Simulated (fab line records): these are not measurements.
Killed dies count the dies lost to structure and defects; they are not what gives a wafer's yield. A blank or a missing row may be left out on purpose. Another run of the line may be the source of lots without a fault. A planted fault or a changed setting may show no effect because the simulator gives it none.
Comparing a struck lot with a sound one :: flow sky130 :: 15 out of 708 route steps
Sound: wafers L247.1, L247.4, L247.5. The struck wafers were L254.3, L254.4, L254.6. At the end, the cause is stated.
At each step with rows: each side's tool, then ch and its chambers, then its first start. Under that, the readings that differ: sound wafers :: struck wafers :: difference of the means :: sigmas: that difference in standard deviations of wafers without a fault.
alike: a reading whose means differ by less than 2 such deviations, as well as words and numbers matching on both sides. not compared: withheld readings; readings where some wafer has no value; bounds like >300 that might hide an equal value; numbers whose values overlap and for which the record gives no deviation.
The two part at a step that has a row with sigmas, a row that says differs or no value, or rows on one side only. Non-overlapping numbers with no deviation appear without sigmas and do not part them. A reading missing from all wafers of one side parts the sides only when that side holds two or more wafers.

SKY_VIA3_STRIP_16: strips in O2/N2.
  sound on plasma_asher-03 ch 0,1, day 39 17:53; struck on plasma_asher-02 ch 0,1, day 41 22:54
  alike: drypump_motor_current_A, oes_product_au, strip_time_to_endpoint_s
  not compared: rf_hours_counter_h
then, 3 steps without rows for these wafers: SKY_VIA3_STRIP_17 (strips in post etch residue remover, time 1200 s); SKY_VIA3_CLEAN_18 (cleans in IPA, time 180 s); SKY_VIA3_CLEAN_19 (cleans in O3/DIW).
SKY_VIA3_SPUTTER_20: material TiN, target thk 20 nm, time 80 s.
  sound: pvd_sputter-02 at day 39 18:29; struck: pvd_sputter-02 at day 41 23:29
  alike: chamber_pressure_pa, throttle_valve_pct
then, 1 step without rows for these wafers: SKY_VIA3_CVD_21 (deposits W, target thk 390 nm, time 117.31 s).
SKY_VIA3_RS_MEAS_22: measurement is done with a four-point probe.
  sound: film_metro-02 at day 39 19:25; struck: film_metro-03 at day 41 23:42
  alike: VIA3_W_RS
SKY_VIA3_THK_MEAS_23: measures by xrf.
  sound: film_metro-02 at day 39 19:32; struck: film_metro-03 at day 41 23:48
  alike: VIA3_W_THK
SKY_VIA3_CMP_24: polishes, stops on SiO2, t overpolish 20 s, target thk 0 nm.
  sound on cmp-01 ch 0,2, day 39 19:40; struck on cmp-01 ch 0,2,3, day 41 23:50
reading: time_to_endpoint_s (s)
sound: 91.5 87.9 88.2
struck: 96.2 95.8 96.7
difference: +7.0
sigmas: +3
  alike: motor_current_A, overpolish_run_s
then, 1 step without rows for these wafers: SKY_METAL4_SPUTTER_00 (material Ti, target thk 15 nm, time 10 s).
SKY_METAL4_SPUTTER_01: material TiN, target thk 20 nm, time 16.7 s.
  sound: pvd_sputter-01 at day 39 19:59; struck: pvd_sputter-01 at day 42 00:10
  alike: chamber_pressure_pa, throttle_valve_pct
then, 1 step without rows for these wafers: SKY_METAL4_SPUTTER_02 (material AlCu, target thk 735 nm, time 39.1 s).
SKY_METAL4_SPUTTER_03: material Ti, target thk 5 nm, time 3.3 s.
  sound: pvd_sputter-01 at day 39 20:04; struck: pvd_sputter-01 at day 42 00:14
reading: chamber_pressure_pa (Pa)
sound: 0.3998 0.4003 0.4000
struck: 0.3510 0.3502 0.3508
difference: -0.0494
sigmas: -62
  alike: throttle_valve_pct
SKY_METAL4_SPUTTER_04: material TiN, target thk 70 nm, time 58.3 s.
  sound: pvd_sputter-01 at day 39 20:05; struck: pvd_sputter-01 at day 42 00:15
  alike: chamber_pressure_pa, throttle_valve_pct
-- the record jumps here: 6 days lie between the struck wafers' starts before and after (it left off in module METAL4 and takes up again in module PAD_OPEN, whose first step shown is number 708 of the route) --
SKY_PAD_OPEN_PROBE_99:
  sound: prober-01 at day 45 20:42; struck: prober-02 at day 47 16:39
  alike: defect_limited_yield, killed_at_M0_to_M3, killed_at_M4_up, killed_at_contacts, killed_at_front_end, killed_at_other, killed_dies, killed_open, killed_short, sort_bin_3_pad_short, sort_bin_5_function, sort_bin_6_memory, sort_n_pass, sort_yield_pct

WHERE THEY PART
First at SKY_VIA3_CMP_24; last, within this record, at SKY_METAL4_SPUTTER_03. Later steps at which nothing parts them and some readings are alike: SKY_METAL4_SPUTTER_04, SKY_PAD_OPEN_PROBE_99.

WHY: what the simulator had put in
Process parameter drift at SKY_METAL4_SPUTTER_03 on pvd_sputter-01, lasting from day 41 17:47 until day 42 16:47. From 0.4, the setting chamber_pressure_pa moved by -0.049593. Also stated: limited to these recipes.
